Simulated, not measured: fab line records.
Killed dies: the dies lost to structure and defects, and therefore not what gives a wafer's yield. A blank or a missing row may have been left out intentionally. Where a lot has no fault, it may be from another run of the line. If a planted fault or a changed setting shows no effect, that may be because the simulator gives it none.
Check for tools in common | flow sky130 | 45 wafers sampled across 15 lots

THE REASON FOR OPENING IT
4 of 15 lots carry a flag on the reading VT_ADJUST_HVTP_TW at SKY_VT_ADJUST_HVTP_TW_MEAS_11. No-fault wafers: 1360, standard deviation 13.
Rule: a lot is flagged when every wafer of it that has a number lies more than 4 standard deviations from that mean, or none has a number. All remaining lots are regarded as sound.

lot  | measured     | on            | VT_ADJUST_HVTP_TW, wafer by wafer | flag
L140 | day 5 23:34  | film-metro-02 | 1351 1351 1343                    |
L141 | day 6 05:55  | film-metro-04 | 1370 1373 1372                    |
L142 | day 6 13:23  | film-metro-02 | 1346 1350 1341                    |
L143 | day 6 19:08  | film-metro-02 | 1345 1344 1342                    |
L144 | day 7 03:07  | film-metro-04 | 1381 1376 1379                    |
L145 | day 7 04:29  | film-metro-02 | 1348 1352 1351                    |
L146 | day 7 11:11  | film-metro-04 | 1379 1372 1379                    |
L147 | day 7 15:17  | film-metro-02 | 1352 1346 1353                    |
L148 | day 8 00:35  | film-metro-04 | 1382 1381 1377                    |
L149 | day 8 16:20  | film-metro-01 | 1354 1360 1360                    |
L151 | day 9 01:51  | film-metro-04 | 1366 1373 1363                    |
L153 | day 9 09:41  | film-metro-02 | 754 755 760                       | FLAGGED
L154 | day 9 18:05  | film-metro-04 | 768 764 763                       | FLAGGED
L155 | day 9 23:32  | film-metro-02 | 754 756 758                       | FLAGGED
L156 | day 10 02:50 | film-metro-04 | 770 767 767                       | FLAGGED
Average over the flagged lots: 761; offset from the usual -599, equal to -46 standard deviations.

WHICH TOOL RAN EACH LOT
The record keeps 1 process step preceding the reading, out of 708 steps on the route. Cell contents, in order: the tool; ch with the chambers the sampled wafers went through; the start.
lot  | flag    | SKY_VT_ADJUST_HVTP_IMPLANT_09
L140 |         | implanter-02 ch 0, day 5 23:20
L141 |         | implanter-02 ch 0, day 6 05:40
L142 |         | implanter-04 ch 0, day 6 13:10
L143 |         | implanter-02 ch 0, day 6 18:53
L144 |         | implanter-02 ch 0, day 7 02:54
L145 |         | implanter-01 ch 0, day 7 04:14
L146 |         | implanter-04 ch 0, day 7 10:57
L147 |         | implanter-04 ch 0, day 7 15:02
L148 |         | implanter-02 ch 0, day 8 00:20
L149 |         | implanter-04 ch 0, day 8 16:05
L151 |         | implanter-04 ch 0, day 9 01:37
L153 | FLAGGED | implanter-04 ch 0, day 9 09:26
L154 | FLAGGED | implanter-02 ch 0, day 9 17:52
L155 | FLAGGED | implanter-02 ch 0, day 9 23:18
L156 | FLAGGED | implanter-04 ch 0, day 10 02:35
What the steps here do:
- SKY_VT_ADJUST_HVTP_IMPLANT_09
- SKY_VT_ADJUST_HVTP_TW_MEAS_11

FLAGGED AGAINST TOTAL, ONE TOOL AT A TIME (gauges that did the reading follow at the end)
step                          | tool          | lots run | flagged | share of the flagged lots | sound lots run after its first flagged lot
SKY_VT_ADJUST_HVTP_IMPLANT_09 | implanter-01  | 1        | 0       | none                      | -
SKY_VT_ADJUST_HVTP_IMPLANT_09 | implanter-02  | 7        | 2       | some                      | 0
SKY_VT_ADJUST_HVTP_IMPLANT_09 | implanter-04  | 7        | 2       | some                      | 0
SKY_VT_ADJUST_HVTP_TW_MEAS_11 | film-metro-01 | 1        | 0       | none                      | -
SKY_VT_ADJUST_HVTP_TW_MEAS_11 | film-metro-02 | 7        | 2       | some                      | 0
SKY_VT_ADJUST_HVTP_TW_MEAS_11 | film-metro-04 | 7        | 2       | some                      | 0

WHAT THE TABLE PERMITS
No row of the table ran every flagged lot.

WHAT THE SIMULATOR HAD INSERTED
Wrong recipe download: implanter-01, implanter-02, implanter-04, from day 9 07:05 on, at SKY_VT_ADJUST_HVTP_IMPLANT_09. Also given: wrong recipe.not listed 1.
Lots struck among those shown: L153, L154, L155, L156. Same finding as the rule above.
